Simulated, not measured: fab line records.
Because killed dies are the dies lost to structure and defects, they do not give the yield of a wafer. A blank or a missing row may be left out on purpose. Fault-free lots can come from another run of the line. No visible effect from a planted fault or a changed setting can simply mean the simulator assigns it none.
The same fault as seen by 2 desks ; flow sfq line ; every desk sees just its own numbers, and what lay behind them comes last

FROM THE METROLOGY DESK
What the gauges read, lot by lot, whatever tool the lot ran on: means of the sampled wafers that have a number. A lot is out of limits, marked OUT, if its mean lies more than 4 standard deviations from the usual mean; the brackets give that distance.
Columns: A = M1_NB_RS at SFQ_M1_RS_MEAS_909, usual 0.888 ohm/sq; B = R5_OVL at SFQ_R5_OVL_MEAS_935, usual 0 nm; C = M6_OVL at SFQ_M6_OVL_MEAS_940, usual 1 nm; D = I7_BOW at SFQ_I7_BOW_MEAS_946, usual 10 um
lot;first seen here;A;B;C;D
L142;day 17 17:28;0.878;-3;3;-2
L143;day 18 16:16;0.886;7;12;-1
L144;day 18 20:29;0.885;-5;-1;8
L145;day 19 02:38;0.876;-2;3;4
L146;day 19 19:33;0.893;8;4;11
L148;day 21 07:32;0.892;9;-5;22
L149;day 21 15:57;0.890;-2;-10;2
L151;day 22 12:33;0.937 (+5.1) OUT;0;1;4
L154;day 23 15:56;0.954 (+6.8) OUT;5;2;34
L160;day 25 19:57;0.901;0;7;10
L162;day 26 04:38;0.902;-2;5;-4
L163;day 26 10:48;0.881;1;-7;-1
L164;day 27 06:41;0.869;-5;-4;5
L165;day 27 16:03;0.884;3;1;11
This desk's finding: out of limits on L151, L154; first on L151, day 22 12:33 (M1_NB_RS at SFQ_M1_RS_MEAS_909). L142, L143, L144, L145, L146, L148, L149, L160, L162, L163, L164, L165: within limits.

FOR THE TOOL OWNER'S DESK: pvd sputter-06
The tool's own readings at SFQ_TRILAYER_M1_DEP_SPUTTER_037 (material Nb, target thk 200 nm, time 133.3 s): means of the sampled wafers that have a number, for each lot that ran on this tool. A lot is out of limits, marked OUT, if its mean lies more than 4 standard deviations from the usual mean; the brackets give that distance.
Columns: A = base pressure pa at SFQ_TRILAYER_M1_DEP_SPUTTER_037, usual 1.34e-06 Pa; B = cathode dc power W at SFQ_TRILAYER_M1_DEP_SPUTTER_037, usual 2000.1 W; C = substrate temp c at SFQ_TRILAYER_M1_DEP_SPUTTER_037, usual 20.02 C; D = throttle valve pct at SFQ_TRILAYER_M1_DEP_SPUTTER_037, usual 30.2 %
lot;first seen here;A;B;C;D
L146;day 19 19:26;1.28e-06;1999.9;20.02;30.3
L149;day 21 15:52;1.36e-06;1999.9;20.07;29.7
L151;day 22 12:25;1.54e-06;2000.3;20.09;30.9
L154;day 23 15:50;1.39e-06;2000.4;19.95;31.6
L163;day 26 10:41;1.37e-06;2000.0;19.93;30.5
L164;day 27 06:35;1.29e-06;2000.0;20.01;30.9
Result from this desk: across the 6 lots, nothing is out of limits.

BROUGHT TOGETHER
L151, L154 would have let the metrology desk raise an alarm at day 22 12:33.
The tool owner's desk saw nothing out of limits.
On record at the tool owner's desk: L151, L154, within its limits.
All the named lots went through SFQ_TRILAYER_M1_DEP_SPUTTER_037 on pvd sputter-06.

WHAT THE SIMULATOR PUT IN
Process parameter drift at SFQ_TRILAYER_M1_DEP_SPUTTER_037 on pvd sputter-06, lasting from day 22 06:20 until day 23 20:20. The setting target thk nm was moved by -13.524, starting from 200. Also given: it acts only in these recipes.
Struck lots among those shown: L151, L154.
Time in hours between the start of the fault and the first out-of-limits reading at each desk: metrology desk, 6.
